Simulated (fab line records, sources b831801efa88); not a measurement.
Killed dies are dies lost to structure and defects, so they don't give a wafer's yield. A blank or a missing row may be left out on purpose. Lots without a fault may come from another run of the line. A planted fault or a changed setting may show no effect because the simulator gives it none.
Which tool did it? | flow gf180mcu | 6 lots, 17 wafers sampled, at 4 steps of a route of 602

WHAT THE GAUGES READ, wafer by wafer
GF_V3_THK_MEAS_03.
lot  | measured     | on            | V3_CVD_02_THK (nm)
L561 | day 22 07:08 | film_metro-02 | 851 850 865
L566 | day 24 02:24 | film_metro-01 | 841 1156
L574 | day 27 06:04 | film_metro-03 | 821 830 853
L576 | day 27 21:30 | film_metro-01 | 845 841 852
L578 | day 28 15:55 | film_metro-01 | 840 840 845
L581 | day 28 23:44 | film_metro-03 | 840 834 842

WHICH TOOL RAN EACH LOT (tool, then ch and the chambers of the sampled wafers, then the start)
lot  | GF_V2_SPUTTER_22             | GF_M3_SPUTTER_02             | GF_V3_CVD_02
L561 | pvd_sputter-03, day 21 05:35 | pvd_sputter-01, day 21 06:21 | pecvd-01 ch 1,2, day 22 07:03
L566 | pvd_sputter-03, day 23 01:10 | pvd_sputter-02, day 23 01:56 | pecvd-04 ch 1,2, day 24 02:19
L574 | pvd_sputter-03, day 26 08:05 | pvd_sputter-02, day 26 08:52 | pecvd-03 ch 0,2, day 27 05:59
L576 | pvd_sputter-01, day 26 23:19 | pvd_sputter-01, day 27 00:05 | pecvd-01 ch 0,1, day 27 21:25
L578 | pvd_sputter-01, day 27 18:45 | pvd_sputter-03, day 27 19:31 | pecvd-03 ch 0,1,2, day 28 15:50
L581 | pvd_sputter-01, day 28 02:58 | pvd_sputter-03, day 28 03:44 | pecvd-03 ch 0,1,2, day 28 23:40
- GF_V2_SPUTTER_22: material TiN, target thk 10 nm, time 40 s.
- GF_M3_SPUTTER_02: material AlCu, target thk 450 nm, time 23.9 s.
- GF_V3_CVD_02: deposits SiO2 from TEOS, target thk 850 nm, time 94.851 s.

THE ANSWER, worked out from the rows above alone
Rule: what is usual is taken from the lots themselves. Put in order of their means at a reading, lots are off if they are a third of the lots or fewer, leave a main group of 4 or more, and stand apart from it by a gap of 3 or more times the standard deviation of the main group's means; of several such gaps the widest counts. A main group whose means are all the same, to the digits that the tables above print for the reading, isn't used. A lot without any number at a reading at which 4 lots or more have one is off too. The other lots that the step has rows for count as sound.
Off: L566, at GF_V3_THK_MEAS_03 (V3_CVD_02_THK). The main group: mean 843 nm, standard deviation 7.1.
A tool fits if, at a process step before that reading, it ran every lot that is off, and no sound lot after the first of them. The gauges at GF_V3_THK_MEAS_03 are tried like those tools. One fits: pecvd-04 at GF_V3_CVD_02. It ran no sound lot before its first lot that is off in this sample, so the start can't be narrowed down.

WHAT THE SIMULATOR HAD PUT IN
Process parameter drift: pecvd-04, from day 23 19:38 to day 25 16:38, at GF_V3_CVD_02. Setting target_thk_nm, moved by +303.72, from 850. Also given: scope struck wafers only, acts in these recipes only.
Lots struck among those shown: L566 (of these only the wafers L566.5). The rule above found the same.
